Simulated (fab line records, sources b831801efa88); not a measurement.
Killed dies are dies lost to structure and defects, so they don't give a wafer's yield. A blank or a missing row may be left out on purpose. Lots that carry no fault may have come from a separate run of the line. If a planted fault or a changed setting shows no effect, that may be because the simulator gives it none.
Chamber matching -- flow sky130 -- SKY_VIA2_CMP_02 on cmp-01 has 4 sister chambers
The step polishes SiO2. 4 wafers are shown with their chamber, then 7 later ones without.

## EACH WAFER AND ITS CHAMBER
wafer,chamber,motor current A (A)
L158.1,1,11.2
L161.1,3,12.3
L168.1,0,10.2
L168.2,2,14.2

## WAFERS MISSING THEIR CHAMBER
wafer,motor current A (A)
L168.5,13.5
L171.1,10.3
L171.2,11.5
L171.3,12.4
L175.3,12.0
L175.4,12.9
L175.5,13.2

## WHICH CHAMBER EACH WENT THROUGH
wafer,from the rows above,in truth
L168.5,can't be placed: 2 or 3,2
L171.1,can't be placed: 0 or 1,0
L171.2,can't be placed: 1 or 3 or 0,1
L171.3,3,3
L175.3,can't be placed: 3 or 1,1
L175.4,can't be placed: 3 or 2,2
L175.5,can't be placed: 3 or 2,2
Correctly placed: 1 of 7. Not placeable from these rows: 6 (in 6, the candidates include the true chamber). 0 placed wrongly.
How it was worked out, from the rows above alone: a wafer's distance from a chamber is the root of the sum, over the readings, of the square of ((its reading less the chamber's mean) divided by the reading's scatter). If the next closest chamber is less than 2 further off than the closest, the wafer can't be placed; otherwise it belongs to the closest. A chamber's mean is the mean of its shown wafers. The scatter: with one shown wafer a chamber, the root of the mean of the squares of how far each hidden wafer lies from its nearest shown one.
